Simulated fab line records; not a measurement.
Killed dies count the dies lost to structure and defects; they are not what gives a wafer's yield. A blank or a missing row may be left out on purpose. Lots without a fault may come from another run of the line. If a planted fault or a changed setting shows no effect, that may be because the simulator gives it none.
Which tool was responsible? -- flow gf180mcu -- 12 lots with 36 wafers sampled at 4 steps, on a route of 602 steps

== WHAT EACH GAUGE READ, for each wafer ==
GF_V4_THK_MEAS_25: measures by xrf. Usual: for V4_W_THK the level is 357 nm and the standard deviation is 5.3.
lot,measured,on,V4_W_THK (nm),flag
L950,day 25 07:04,film_metro-01,359 356 355,
L951,day 25 11:40,film_metro-03,357 359 350,
L952,day 25 20:53,film_metro-04,343 350 347,
L954,day 26 07:29,film_metro-03,362 363 361,
L956,day 27 02:14,film_metro-01,356 363 361,
L958,day 27 22:32,film_metro-04,357 365 359,
L959,day 28 05:43,film_metro-04,361 354 354,
L962,day 29 00:11,film_metro-01,360 359 362,
L964,day 29 14:53,film_metro-03,361 356 350,
L969,day 30 19:55,film_metro-01,355 362 349,
L970,day 31 02:07,film_metro-04,360 362 361,
L971,day 31 15:46,film_metro-04,353 352 355,

== EACH LOT AND THE TOOL THAT RAN IT (in order: tool; ch and the chambers of the sampled wafers; start) ==
lot,GF_M4_STRIP_17,GF_V4_ETCH_16,GF_V4_ETCH_17
L950,"plasma_asher-04 ch 0,1, day 24 07:38","rie_diel-02 ch 1,2, day 25 06:03","rie_diel-02 ch 1,2, day 25 06:00"
L951,"plasma_asher-02 ch 0, day 24 11:17","rie_diel-03 ch 1,3, day 25 10:37","rie_diel-03 ch 1,3, day 25 10:00"
L952,"plasma_asher-03 ch 0,1, day 24 21:02","rie_diel-03 ch 0,3, day 25 19:51","rie_diel-03 ch 0,3, day 25 19:00"
L954,"plasma_asher-03 ch 0,1, day 25 08:07","rie_diel-01 ch 1,2,3, day 26 06:27","rie_diel-01 ch 1,2,3, day 26 06:00"
L956,"plasma_asher-04 ch 0,1, day 26 02:58","rie_diel-03 ch 1,2,3, day 27 01:12","rie_diel-03 ch 1,2,3, day 27 01:00"
L958,"plasma_asher-03 ch 0,1, day 27 00:26","rie_diel-03 ch 0,1,2, day 27 21:30","rie_diel-03 ch 0,1,2, day 27 21:00"
L959,"plasma_asher-04 ch 0,1, day 27 06:43","rie_diel-01 ch 1,2,3, day 28 04:33","rie_diel-01 ch 1,2,3, day 28 04:00"
L962,"plasma_asher-04 ch 0,1, day 28 01:59","rie_diel-01 ch 1,2,3, day 28 22:57","rie_diel-01 ch 1,2,3, day 28 22:00"
L964,"plasma_asher-04 ch 0,1, day 28 16:53","rie_diel-01 ch 0,1,2, day 29 13:33","rie_diel-01 ch 0,1,2, day 29 13:00"
L969,"plasma_asher-02 ch 0,1, day 29 23:32","rie_diel-03 ch 0,2, day 30 18:55","rie_diel-03 ch 0,2, day 30 18:00"
L970,"plasma_asher-02 ch 0,1, day 30 06:00","rie_diel-01 ch 0,2,3, day 31 01:06","rie_diel-01 ch 0,2,3, day 31 01:00"
L971,"plasma_asher-03 ch 0,1, day 30 19:30","rie_diel-02 ch 1,2, day 31 14:46","rie_diel-02 ch 1,2, day 31 14:00"
- GF_M4_STRIP_17: strips in O2/N2.
- GF_V4_ETCH_16: etches BARC in N2/H2.
- GF_V4_ETCH_17: etches SiO2 in C4F8/O2/Ar, stops on TiN, target depth 630 nm.

== AS READ BY THE TOOLS THEMSELVES (means over the sampled wafers that have a number; for cases with no such wafer, the mark the record gives instead) ==
GF_M4_STRIP_17. Usual: drypump_motor_current_A 5.6 A, standard deviation 0.55; heater_power_w 298 W, standard deviation 15; oes_product_au 0.535 a.u., standard deviation 0.0049; strip_time_to_endpoint_s 7.35 s, standard deviation 0.042.
lot,tool,drypump_motor_current_A (A),heater_power_w (W),oes_product_au (a.u.),strip_time_to_endpoint_s (s),flag
L950,plasma_asher-04,5.2,290,0.534,7.37,
L951,plasma_asher-02,5.2,298,0.541,7.38,
L952,plasma_asher-03,6.1,298,0.535,7.32,
L954,plasma_asher-03,6.3,287,0.534,7.31,
L956,plasma_asher-04,5.3,292,0.534,7.33,
L958,plasma_asher-03,6.3,286,0.528,7.36,
L959,plasma_asher-04,5.5,300,0.533,7.32,
L962,plasma_asher-04,5.5,302,0.534,7.38,
L964,plasma_asher-04,5.5,298,0.531,7.35,
L969,plasma_asher-02,5.0,311,0.536,7.37,
L970,plasma_asher-02,5.0,305,0.534,7.34,
L971,plasma_asher-03,6.1,301,0.529,7.30,

GF_V4_ETCH_16. Usual: bias_w 99.97 W, standard deviation 0.29; drypump_motor_current_A 5.6 A, standard deviation 0.47; oes_product_au 0.855 a.u., standard deviation 0.0051; throttle_valve_pct 13.226 %, standard deviation 0.0095.
lot,tool,bias_w (W),drypump_motor_current_A (A),oes_product_au (a.u.),throttle_valve_pct (%),flag
L950,rie_diel-02,100.04,6.0,0.859,13.219,
L951,rie_diel-03,99.73,5.5,0.863,13.224,
L952,rie_diel-03,99.91,5.4,0.854,13.221,
L954,rie_diel-01,99.81,5.2,0.860,13.229,
L956,rie_diel-03,99.99,5.7,0.855,13.219,
L958,rie_diel-03,99.87,6.0,0.853,13.231,
L959,rie_diel-01,99.62,5.2,0.854,13.226,
L962,rie_diel-01,100.09,5.2,0.852,13.229,
L964,rie_diel-01,100.24,4.9,0.856,13.224,
L969,rie_diel-03,99.94,5.9,0.848,13.224,
L970,rie_diel-01,99.88,5.1,0.852,13.229,
L971,rie_diel-02,100.15,6.0,0.853,13.227,

GF_V4_ETCH_17. Usual: bias_w 1201 W, standard deviation 3.7; oes_product_au 0.856 a.u., standard deviation 0.0046.
lot,tool,bias_w (W),oes_product_au (a.u.),flag
L950,rie_diel-02,1205,0.856,
L951,rie_diel-03,1202,0.853,
L952,rie_diel-03,1201,0.855,
L954,rie_diel-01,1201,0.850,
L956,rie_diel-03,1199,0.859,
L958,rie_diel-03,1199,0.853,
L959,rie_diel-01,1202,0.857,
L962,rie_diel-01,1200,0.855,
L964,rie_diel-01,1200,0.855,
L969,rie_diel-03,1203,0.860,
L970,rie_diel-01,1322,0.856,OFF
L971,rie_diel-02,1203,0.855,

== THE ANSWER, worked out from the rows above alone ==
Rule: a lot is off if the mean of its wafers that have a number lies more than 3 standard deviations from the usual mean. A lot without any number at a reading at which 4 lots or more have one is off too. All remaining lots with rows at the step are treated as sound. Order of review: gauges by route order, followed by the tools' own readings, for which a lot's mean as printed above is used. At the first step where some lot is off, the reading lying furthest off is the one used; lots without a number count as furthest.
Off: L970 (GF_V4_ETCH_17, bias_w).
A tool fits if, at that step or a process step before it, it ran every lot that is off, and no sound lot after the first of them. 2 tools fit, plasma_asher-02 at GF_M4_STRIP_17 and rie_diel-01 at GF_V4_ETCH_16 and GF_V4_ETCH_17, so this cannot tell which one it is.

== WHAT THE SIMULATOR HAD INSERTED ==
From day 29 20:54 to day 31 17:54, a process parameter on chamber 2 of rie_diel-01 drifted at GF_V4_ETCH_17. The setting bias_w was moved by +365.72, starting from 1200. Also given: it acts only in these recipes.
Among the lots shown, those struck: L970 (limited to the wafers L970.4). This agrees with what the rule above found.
